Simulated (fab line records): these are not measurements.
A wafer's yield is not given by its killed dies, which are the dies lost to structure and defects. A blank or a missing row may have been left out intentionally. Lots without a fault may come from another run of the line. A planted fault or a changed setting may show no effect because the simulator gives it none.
The tool behind it: which one? -- flow sky130 -- 11 lots, 33 wafers sampled, at 5 steps of a route of 708

== WHAT THE GAUGES SHOWED, per wafer ==
SKY_FIELD_ISO_THK_MEAS_04.
lot,measured,on,FIELD_ISO_CVD_03_THK (nm)
L778,day 1 16:53,film metro-01,163.3 163.4 163.6
L779,day 1 19:34,film metro-02,163.1 163.3 164.5
L781,day 2 09:10,film metro-04,163.3 163.4 162.3
L782,day 2 12:00,film metro-02,164.7 163.9 164.7
L785,day 3 02:40,film metro-02,164.7 164.0 164.1
L786,day 3 06:12,film metro-01,163.2 161.7 162.0
L788,day 3 17:46,film metro-01,164.4 164.7 165.1
L791,day 4 08:09,film metro-04,165.7 165.4 165.8
L799,day 5 23:19,film metro-01,163.3 162.1 163.4
L800,day 6 05:32,film metro-01,163.9 164.6 164.6
L801,day 6 09:05,film metro-04,165.4 165.8 165.5

SKY_FIELD_ISO_CD_MEAS_13: target cd 150 nm.
lot,measured,on,cd nm (nm)
L778,day 2 07:02,cd sem-02,149.6 149.1 147.8
L779,day 2 09:19,cd sem-01,150.5 151.6 148.8
L781,day 3 00:31,cd sem-01,148.9 147.8 148.2
L782,day 3 03:56,cd sem-02,148.0 147.1 147.7
L785,day 3 18:58,cd sem-02,148.0 147.8 147.3
L786,day 3 21:38,cd sem-01,148.6 150.2 147.9
L788,day 4 10:32,cd sem-01,149.0 149.1 149.3
L791,day 5 01:10,cd sem-02,149.8 150.8 149.2
L799,day 6 17:38,cd sem-01,151.0 151.4 151.4
L800,day 7 00:08,cd sem-02,149.9 149.7 150.6
L801,day 7 04:11,cd sem-02,144.1 146.1 145.7

SKY_VT_ADJUST_HVTP_CD_MEAS_07: target cd 380 nm.
lot,measured,on,cd nm (nm)
L778,day 6 05:23,cd sem-01,381.1 382.2 381.3
L779,day 6 07:34,cd sem-02,372.7 374.1 373.8
L781,day 6 23:02,cd sem-02,382.7 383.5 388.2
L782,day 7 04:29,cd sem-02,378.1 378.6 380.9
L785,day 7 23:50,cd sem-02,379.7 380.4 379.1
L786,day 8 05:53,cd sem-01,384.0 383.7 383.3
L788,day 8 17:02,cd sem-01,379.1 380.8 379.2
L791,day 9 11:38,cd sem-01,- - -
L799,day 11 10:31,cd sem-01,379.7 378.9 380.1
L800,day 11 18:17,cd sem-02,381.0 378.4 376.8
L801,day 12 02:13,cd sem-02,378.8 377.9 376.5

SKY_VT_ADJUST_HVTP_TW_MEAS_11.
lot,measured,on,VT_ADJUST_HVTP_TW
L778,day 6 05:47,film metro-03,1376 1376 1376
L779,day 6 07:58,film metro-03,1370 1371 1375
L781,day 6 23:26,film metro-04,1347 1345 1351
L782,day 7 04:53,film metro-03,1379 1369 1372
L785,day 8 00:15,film metro-03,1386 1395 1382
L786,day 8 06:18,film metro-02,1361 1363 1361
L788,day 8 17:27,film metro-04,1352 1352 1356
L791,day 9 12:01,film metro-02,30 30 30 30 30 30
L799,day 11 10:55,film metro-03,1378 1374 1375
L800,day 11 18:41,film metro-02,1362 1358 1364
L801,day 12 02:37,film metro-03,1364 1372 1372

== WHICH TOOL RAN EACH LOT (tool, then ch and the chambers of the sampled wafers, then the start) ==
lot,SKY_VT_ADJUST_HVTP_EXPOSE_04
L778,"iline stepper-01 ch 0, day 5 20:52"
L779,"iline stepper-02 ch 0, day 5 22:44"
L781,"iline stepper-02 ch 0, day 6 14:01"
L782,"iline stepper-01 ch 0, day 6 19:16"
L785,"iline stepper-01 ch 0, day 7 14:05"
L786,"iline stepper-02 ch 0, day 7 20:07"
L788,"iline stepper-01 ch 0, day 8 07:25"
L791,"iline stepper-01 ch 0, day 9 01:44"
L799,"iline stepper-02 ch 0, day 10 23:49"
L800,"iline stepper-02 ch 0, day 11 06:49"
L801,"iline stepper-01 ch 0, day 11 13:31"
- SKY_VT_ADJUST_HVTP_EXPOSE_04: exposes mask HVTPM, target cd 380 nm.

== AS READ BY THE TOOLS THEMSELVES (means over the sampled wafers that have a number; for cases with no such wafer, the mark the record gives instead) ==
The record holds no such reading with a usual standard deviation.

== THE ANSWER, worked out from the rows above alone ==
Rule: the lots themselves supply what counts as usual. The widest of any qualifying gaps counts: lots, ordered by their means at a reading, are off when they make up no more than a third of the lots, leave a main group of 4 or more, and stand apart from it by 3 or more times the standard deviation of that group's means. A main group whose means are all the same, to the digits that the tables above print for the reading, isn't used. A lot without any number at a reading at which 4 lots or more have one is off too. Where the step has rows for the other lots, those lots are counted as sound. First the gauges in route order, then the tools' own readings, where a lot's mean is used as printed above. The first step at which some lot is off is used, and at that step the reading that is off furthest; a lot without a number counts as furthest.
Off at SKY_VT_ADJUST_HVTP_CD_MEAS_07 (cd nm): L791. Without a number there: L791. Main group: mean 379.8 nm, sd 3.
A tool fits if, at a process step before that reading, it ran every lot that is off, and no sound lot after the first of them. The gauges at SKY_VT_ADJUST_HVTP_CD_MEAS_07 aren't tried: what is off there is off at SKY_VT_ADJUST_HVTP_TW_MEAS_11 too, on other tools, and a gauge's error can't cause that. Not one of the candidates tried fits.

== WHAT THE SIMULATOR HAD INSERTED ==
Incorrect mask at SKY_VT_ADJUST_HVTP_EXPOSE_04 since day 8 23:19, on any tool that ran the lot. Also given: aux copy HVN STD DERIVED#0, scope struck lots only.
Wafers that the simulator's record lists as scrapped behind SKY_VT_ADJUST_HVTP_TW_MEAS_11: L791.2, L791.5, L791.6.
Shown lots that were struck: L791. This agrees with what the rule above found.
